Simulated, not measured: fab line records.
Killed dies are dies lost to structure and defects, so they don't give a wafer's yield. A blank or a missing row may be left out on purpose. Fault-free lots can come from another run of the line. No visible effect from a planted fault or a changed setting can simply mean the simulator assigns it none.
Struck lot and sound lot, side by side || flow sky130 || 17 steps out of a route of 708
Sound: these wafers, L435.3, L435.4, L435.5. Struck: wafer L441.5. (L441.3 of the same lot was not struck and is left out.) The cause comes at the end.
Per side, at each step with rows, come the tool, then ch with its chambers, and then its first start. Under that, the readings that differ: sound wafers || struck wafers || difference of the means || sigmas: that difference in standard deviations of wafers without a fault.
alike: readings with means less than 2 such deviations apart, plus words and numbers identical on both sides. not compared: withheld readings, readings lacking a value on some wafer, bounds such as >300 that could conceal the same value, and numbers that have no deviation in the record and whose values overlap.
The two part at a step that has a row with sigmas, a row that says differs or no value, or rows on one side only. Numbers that don't overlap but have no deviation are shown without sigmas and don't part them. Lack of a reading on every wafer of one side parts them only where that side has two or more wafers.

SKY_VT_ADJUST_LVTN_OVL_MEAS_07:
  sound: overlay-02 at day 7 04:02; struck: overlay-02 at day 8 17:14
  alike: VT_ADJUST_LVTN_OVL
then, 1 step without rows for these wafers: SKY_VT_ADJUST_LVTN_IMPLANT_08.
SKY_VT_ADJUST_LVTN_STRIP_09: strips in O2/N2.
  sound on plasma-asher-01 ch 0,1, day 7 04:15; struck on plasma-asher-03 ch 0, day 8 17:27
  alike: drypump-motor-current-A, oes-product-au, strip-time-to-endpoint-s
  not compared: rf-hours-counter-h
SKY_VT_ADJUST_LVTN_TW_MEAS_10:
  sound: film-metro-04 at day 7 04:20; struck: film-metro-02 at day 8 17:32
  alike: VT_ADJUST_LVTN_TW
then, 7 steps without rows for these wafers: SKY_VT_ADJUST_LVTN_DEHYDRATE_11 (time 60 s); SKY_VT_ADJUST_LVTN_HMDS_12 (prime time 60 s); SKY_VT_ADJUST_LVTN_COAT_13 (resist thk 1140 nm); SKY_VT_ADJUST_LVTN_SOFTBAKE_14 (time 60 s); SKY_VT_ADJUST_LVTN_EXPOSE_15 (exposes mask HVN STD DERIVED, target cd 600 nm); SKY_VT_ADJUST_LVTN_PEB_16; SKY_VT_ADJUST_LVTN_DEVELOP_17 (develop time 60 s).
SKY_VT_ADJUST_LVTN_OVL_MEAS_18:
  sound: overlay-01 at day 8 00:43; struck: overlay-02 at day 9 14:34
  alike: VT_ADJUST_LVTN_01_OVL
SKY_VT_ADJUST_LVTN_IMPLANT_19:
  sound on implanter-01 ch 0, day 8 00:47; struck on implanter-01 ch 0, day 9 14:39
{"reading": "beam-on-s (s)", "sound": "9.85 9.99 10.12", "struck": 13.02, "difference": "+3.03", "sigmas": "+14"}
{"reading": "faraday-current-uA", "sound": "3.71 3.65 3.63", "struck": 2.83, "difference": -0.83, "sigmas": -10}
SKY_VT_ADJUST_LVTN_STRIP_20: strips in O2/N2.
  sound on plasma-asher-04 ch 0,1, day 8 00:55; struck on plasma-asher-04 ch 1, day 9 14:47
  alike: drypump-motor-current-A, oes-product-au, strip-time-to-endpoint-s
  not compared: rf-hours-counter-h
SKY_VT_ADJUST_LVTN_TW_MEAS_21:
  sound: film-metro-04 at day 8 01:00; struck: film-metro-02 at day 9 14:52
{"reading": "VT_ADJUST_LVTN_2_TW", "sound": "185.4 185.3 184.8", "struck": 199.6, "difference": "+14.4", "sigmas": "+7"}
then, 1 step without rows for these wafers: SKY_VT_ADJUST_NCORE_DEHYDRATE_00 (time 60 s).
-- a jump in the record: the struck wafers' starts before and after are 38 days apart (it breaks off in module VT_ADJUST_NCORE and resumes in module PAD_OPEN, where the first step shown is number 708 of the route) --
SKY_PAD_OPEN_PROBE_99:
  sound: prober-01 at day 45 22:11; struck: prober-02 at day 47 12:53
{"reading": "model.etest.res-pwell-under-gate.rs-ohm-sq", "sound": "2268 2290 2277", "struck": 2254, "difference": -24, "sigmas": ""}
{"reading": "model.etest.nfet-g5v0d10v5.body-rise-v (V)", "sound": "0.6751 0.6763 0.6791", "struck": 0.6976, "difference": "+0.0208", "sigmas": ""}
{"reading": "model.etest.nfet_16v.body-rise-v (V)", "sound": "0.6674 0.6676 0.6708", "struck": 0.6851, "difference": "+0.0165", "sigmas": ""}
{"reading": "model.etest.nfet-g5v0d10v5.vt-sat-v (V)", "sound": "0.7563 0.7585 0.752", "struck": 0.7816, "difference": "+0.0260", "sigmas": ""}
{"reading": "model.etest.nfet-g5v0d10v5.vt-v (V)", "sound": "0.8142 0.8135 0.8089", "struck": 0.8372, "difference": "+0.0250", "sigmas": ""}
  alike: killed_at_M0_to_M3, killed_at_M4_up, killed-at-contacts, killed-at-front-end, killed-at-other, killed-dies, killed-open, killed-short

WHERE THEY PART
At SKY_VT_ADJUST_LVTN_IMPLANT_19 first; at SKY_VT_ADJUST_LVTN_TW_MEAS_21 last (within this record only). Later steps at which nothing parts them and some readings are alike: SKY_PAD_OPEN_PROBE_99.

WHY: the cause the simulator had injected
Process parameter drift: implanter-01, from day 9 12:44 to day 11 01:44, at SKY_VT_ADJUST_LVTN_IMPLANT_19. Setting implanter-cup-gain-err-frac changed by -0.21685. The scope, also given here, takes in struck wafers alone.
